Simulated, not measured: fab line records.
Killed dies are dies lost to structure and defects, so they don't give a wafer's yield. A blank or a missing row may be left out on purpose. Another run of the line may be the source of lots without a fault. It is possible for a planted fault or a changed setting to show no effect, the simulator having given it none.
What tool caused it?	flow sky130	10 lots, 30 wafers sampled, at 2 steps of a route of 708

== WHAT THE GAUGES READ, wafer by wafer ==
SKY_POLY_GATE_THK_MEAS_01.
lot	measured	on	POLY_GATE_CVD_00_THK (nm)
L710	day 14 08:39	film-metro-04	175.6 175.2 174.7
L712	day 14 23:37	film-metro-04	180.8 179.9 181.0
L713	day 14 23:37	film-metro-01	179.5 180.4 179.8
L714	day 15 15:19	film-metro-04	182.5 183.6 183.0
L716	day 16 10:26	film-metro-01	181.4 179.5 180.0
L718	day 16 22:01	film-metro-03	181.1 181.3 180.3
L717	day 16 23:34	film-metro-03	180.4 178.6 179.0
L720	day 17 16:47	film-metro-03	179.9 180.6 181.3
L729	day 21 06:46	film-metro-03	128.6 128.3 127.2 128.6 128.4 127.3
L730	day 21 08:17	film-metro-01	130.2 128.5 127.0 130.3 128.7 127.1

== TOOL THAT RAN EACH LOT (tool first, then ch and the chambers of the sampled wafers, then the start) ==
lot	SKY_POLY_GATE_CVD_00
L710	lpcvd-01 ch 1, day 14 07:26
L712	lpcvd-01 ch 1, day 14 22:25
L713	lpcvd-01 ch 1, day 14 22:25
L714	lpcvd-01 ch 0, day 15 14:07
L716	lpcvd-01 ch 1, day 16 09:12
L718	lpcvd-01 ch 0, day 16 20:49
L717	lpcvd-01 ch 1, day 16 22:21
L720	lpcvd-01 ch 1, day 17 15:35
L729	lpcvd-01 ch 1, day 21 05:32
L730	lpcvd-01 ch 0, day 21 07:04
- SKY_POLY_GATE_CVD_00: deposits poly-Si, target thk 180 nm, time 720 s.

== THE ANSWER, worked out from the rows above alone ==
Rule: what is usual is taken from the lots themselves. The widest of any qualifying gaps counts: lots, ordered by their means at a reading, are off when they make up no more than a third of the lots, leave a main group of 4 or more, and stand apart from it by 3 or more times the standard deviation of that group's means. A main group is skipped when, at the precision printed for the reading in the tables above, its means are all equal. A lot without any number at a reading at which 4 lots or more have one is off too. Where the step has rows for the other lots, those lots are counted as sound.
Off: L729, L730, at SKY_POLY_GATE_THK_MEAS_01 (POLY_GATE_CVD_00_THK). The main group has a mean of 180.0 nm with a standard deviation of 2.1.
If a tool, at a process step before that reading, ran all the lots that are off and no sound lot after the first of them, it fits. Those tools and the gauges at SKY_POLY_GATE_THK_MEAS_01 are tried in the same way. One fits: SKY_POLY_GATE_CVD_00 on lpcvd-01. Its last sound lot is L720 (day 17 15:35), its first lot that is off L729 (day 21 05:32): a fault that began between those two fits.

== WHAT THE SIMULATOR PUT IN ==
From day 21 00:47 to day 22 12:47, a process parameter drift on lpcvd-01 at SKY_POLY_GATE_CVD_00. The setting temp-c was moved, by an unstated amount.
Lots struck among those shown: L729, L730. The rule above found the same.
